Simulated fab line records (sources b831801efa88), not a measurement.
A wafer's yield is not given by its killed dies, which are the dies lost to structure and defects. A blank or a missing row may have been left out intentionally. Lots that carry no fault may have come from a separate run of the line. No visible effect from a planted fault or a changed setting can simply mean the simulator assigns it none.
Comparing a struck lot with a sound one :: flow sfq-line :: 18 out of 325 route steps
Sound: the wafers L546.3, L546.4, L546.6. Wafers struck: L550.1, L550.2, L550.4. The cause is given at the end.
Order at every step that has rows: each side's tool, ch and its chambers, its first start. Under that, the readings that differ: sound wafers :: struck wafers :: difference of the means :: sigmas: that difference in standard deviations of wafers without a fault.
alike: same words and numbers on both sides, and readings whose means sit less than 2 such deviations apart. not compared: any withheld reading, any reading some wafer has no value for, any bound like >300 that may hide the same value, and any number with overlapping values for which the record gives no deviation.
The two part at a step that has a row with sigmas, a row that says differs or no value, or rows on one side only. Numbers that have no deviation but don't overlap get no sigmas and don't part them. A reading that every wafer of one side lacks parts them only if that side has two wafers or more.

first, 3 steps without rows for these wafers: SFQ_TRILAYER_I5_LITHO_EXPOSE_145 (exposes mask I5, target cd 700 nm); SFQ_TRILAYER_I5_LITHO_PEB_147 (peb time 60 s); SFQ_TRILAYER_I5_LITHO_DEVELOP_146 (time 60 s).
SFQ_I5_OVL_MEAS_936:
  sound on overlay-02 at day 67 23:56; struck on overlay-01 at day 68 18:55
  alike: I5_OVL
SFQ_TRILAYER_I5_BARC_OPEN_VIA_ETCH_200: etches BARC in O2, target depth 125 nm, time 41.7 s.
  sound on rie-diel-02 ch 0,1,3, day 67 23:57; struck on rie-diel-03 ch 1,2,3, day 68 18:57
  alike: drypump-motor-current-A, oes-product-au
  not compared: rf-hours-counter-h
SFQ_TRILAYER_I5_ETCH_VIA_ETCH_147: etches the open film in CHF3, stops on Nb, target depth 360 nm.
  sound on rie-diel-02 ch 0,1,3, day 67 23:59; struck on rie-diel-03 ch 1,2,3, day 68 18:59
  alike: drypump-motor-current-A, oes-product-au
SFQ_TRILAYER_I5_STRIP_STRIP_148: strips in O2.
  sound on rie-metal-02 ch 0,1, day 68 00:20; struck on rie-metal-01 ch 0,1, day 68 19:08
  alike: drypump-motor-current-A, he-backside-leak-sccm, oes-product-au
  not compared: rf-hours-counter-h
then, 5 steps without rows for these wafers: SFQ_TRILAYER_I5_STRIP_SOLV_CLEAN_149 (cleans in NMP, time 600 s); SFQ_TRILAYER_C5_LITHO_COAT_156 (resist thk 62 nm); SFQ_TRILAYER_C5_LITHO_COAT_151 (resist thk 650 nm); SFQ_TRILAYER_C5_LITHO_SOFTBAKE_155; SFQ_TRILAYER_C5_LITHO_EXPOSE_152 (exposes mask C5, target cd 500 nm).
SFQ_TRILAYER_C5_LITHO_PEB_154: peb time 60 s.
  sound on litho-track-01 ch 0, day 68 10:01; struck on litho-track-01 ch 0, day 69 01:34
  alike: resist-line-temp-C
then, 1 step without rows for these wafers: SFQ_TRILAYER_C5_LITHO_DEVELOP_153 (time 60 s).
SFQ_C5_OVL_MEAS_937:
  sound on overlay-02 at day 68 10:17; struck on overlay-02 at day 69 01:52
  alike: C5_OVL
SFQ_TRILAYER_C5_BARC_OPEN_VIA_ETCH_210: etches BARC in O2, target depth 125 nm, time 41.7 s.
  sound on rie-diel-02 ch 0,2, day 68 10:18; struck on rie-diel-04 ch 0,2,3, day 69 01:54
reading: model.C5.cd-nm (nm)
sound: 501.7 500.3 499.8
struck: 526.7 526.8 527.9
difference: +26.5
sigmas: 
  alike: drypump-motor-current-A, oes-product-au
  not compared: rf-hours-counter-h
SFQ_TRILAYER_C5_ETCH_VIA_ETCH_154: etches SiO2 in CHF3, stops on Nb, target depth 84 nm.
  sound on rie-diel-02 ch 0,2, day 68 10:20; struck on rie-diel-04 ch 0,2,3, day 69 01:56
reading: model.C5.cd-nm (nm)
sound: 501.7 500.3 499.7
struck: 527.6 526.7 528
difference: +26.9
sigmas: 
  alike: drypump-motor-current-A, oes-product-au
SFQ_TRILAYER_C5_STRIP_STRIP_155: strips in O2.
  sound on rie-metal-04 ch 0,1, day 68 10:35; struck on rie-metal-03 ch 0,1, day 69 01:59
  alike: drypump-motor-current-A, he-backside-leak-sccm, oes-product-au
  not compared: rf-hours-counter-h

WHERE THEY PART
Nowhere in this record.

WHY: whatever the simulator had introduced
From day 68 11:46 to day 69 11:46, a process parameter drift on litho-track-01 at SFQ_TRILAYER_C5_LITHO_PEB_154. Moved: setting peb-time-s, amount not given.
